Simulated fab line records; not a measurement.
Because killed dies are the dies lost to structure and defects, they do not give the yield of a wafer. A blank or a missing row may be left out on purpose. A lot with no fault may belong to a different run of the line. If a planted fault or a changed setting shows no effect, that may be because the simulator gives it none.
Which of the tools did it? | flow sky130 | 36 wafers from 12 lots sampled at 2 of the route's 708 steps

== WHAT EACH GAUGE READ, for each wafer ==
SKY_POLY_GATE_CD_MEAS_13: the cd target is 150 nm. Usual: cd_nm at 149.9 nm, with a standard deviation of 1.3.
lot  | measured     | on        | cd_nm (nm)        | flag
L471 | day 16 13:23 | cd_sem-01 | 147.9 147.0 146.9 |
L472 | day 16 15:59 | cd_sem-01 | 150.3 151.8 151.9 |
L476 | day 18 11:08 | cd_sem-02 | 149.5 149.0 149.0 |
L477 | day 18 13:56 | cd_sem-01 | 150.3 149.9 151.2 |
L478 | day 19 22:44 | cd_sem-01 | 149.6 149.3 150.1 |
L484 | day 21 22:28 | cd_sem-02 | 148.7 150.1 148.9 |
L487 | day 22 14:24 | cd_sem-01 | 151.8 151.2 149.9 |
L489 | day 23 02:41 | cd_sem-02 | 149.4 151.8 150.3 |
L490 | day 23 16:46 | cd_sem-02 | 148.3 149.4 148.6 |
L491 | day 23 18:43 | cd_sem-01 | 152.9 151.5 152.6 |
L492 | day 24 02:28 | cd_sem-02 | 148.9 149.0 148.8 |
L494 | day 24 19:05 | cd_sem-02 | 151.2 150.8 152.4 |

== WHAT TOOL EACH LOT RAN ON (gives the tool, then ch and the chambers of the sampled wafers, and finally the start) ==
lot  | SKY_RES_PROTECT_STRIP_07
L471 | plasma_asher-01 ch 0,1, day 15 07:02
L472 | plasma_asher-01 ch 0,1, day 15 11:17
L476 | plasma_asher-01 ch 0,1, day 17 05:38
L477 | plasma_asher-01 ch 0,1, day 17 06:13
L478 | plasma_asher-01 ch 0,1, day 18 13:02
L484 | plasma_asher-02 ch 0,1, day 20 13:20
L487 | plasma_asher-02 ch 0,1, day 21 06:12
L489 | plasma_asher-04 ch 0, day 21 18:20
L490 | plasma_asher-04 ch 0,1, day 22 08:10
L491 | plasma_asher-02 ch 0,1, day 22 09:13
L492 | plasma_asher-04 ch 0,1, day 22 18:20
L494 | plasma_asher-04 ch 0,1, day 23 11:08
- SKY_RES_PROTECT_STRIP_07: strips in O2/N2.

== AS READ BY THE TOOLS THEMSELVES (means over the sampled wafers that have a number; for cases with no such wafer, the mark the record gives instead) ==
SKY_RES_PROTECT_STRIP_07. Usual: drypump_motor_current_A 5.7 A, standard deviation 0.43; oes_product_au 0.518 a.u., standard deviation 0.0045; strip_time_to_endpoint_s 23.31 s, standard deviation 0.038.
lot  | tool            | drypump_motor_current_A (A) | oes_product_au (a.u.) | strip_time_to_endpoint_s (s) | flag
L471 | plasma_asher-01 | 5.3                         | 0.513                 | 23.30                        |
L472 | plasma_asher-01 | 5.6                         | 0.518                 | 23.33                        |
L476 | plasma_asher-01 | 5.6                         | 0.517                 | 23.32                        |
L477 | plasma_asher-01 | 5.6                         | 0.515                 | 23.32                        |
L478 | plasma_asher-01 | 5.6                         | 0.517                 | 23.35                        |
L484 | plasma_asher-02 | 6.2                         | 0.515                 | 23.23                        |
L487 | plasma_asher-02 | 6.1                         | 0.518                 | 23.25                        |
L489 | plasma_asher-04 | 5.5                         | 0.519                 | 23.33                        |
L490 | plasma_asher-04 | 5.6                         | 0.516                 | 23.25                        |
L491 | plasma_asher-02 | 6.1                         | 0.515                 | 23.37                        |
L492 | plasma_asher-04 | 5.6                         | 0.516                 | 23.32                        |
L494 | plasma_asher-04 | 5.6                         | 0.514                 | 23.26                        |

== THE ANSWER, worked out from the rows above alone ==
Rule: lot off if the mean of its wafers having a number is beyond 3 standard deviations from the usual mean. Also off: a lot with no number at a reading for which 4 or more lots have one. All remaining lots with rows at the step are treated as sound. The gauges are gone through in route order, then the tools' own readings, and for those a lot's mean is taken as printed above. The first step at which some lot is off is used, and at that step the reading that is off furthest; a lot without a number counts as furthest.
Across all readings shown, no lot is off: no conclusion can be drawn from this.

== WHAT HAD BEEN PUT IN BY THE SIMULATOR ==
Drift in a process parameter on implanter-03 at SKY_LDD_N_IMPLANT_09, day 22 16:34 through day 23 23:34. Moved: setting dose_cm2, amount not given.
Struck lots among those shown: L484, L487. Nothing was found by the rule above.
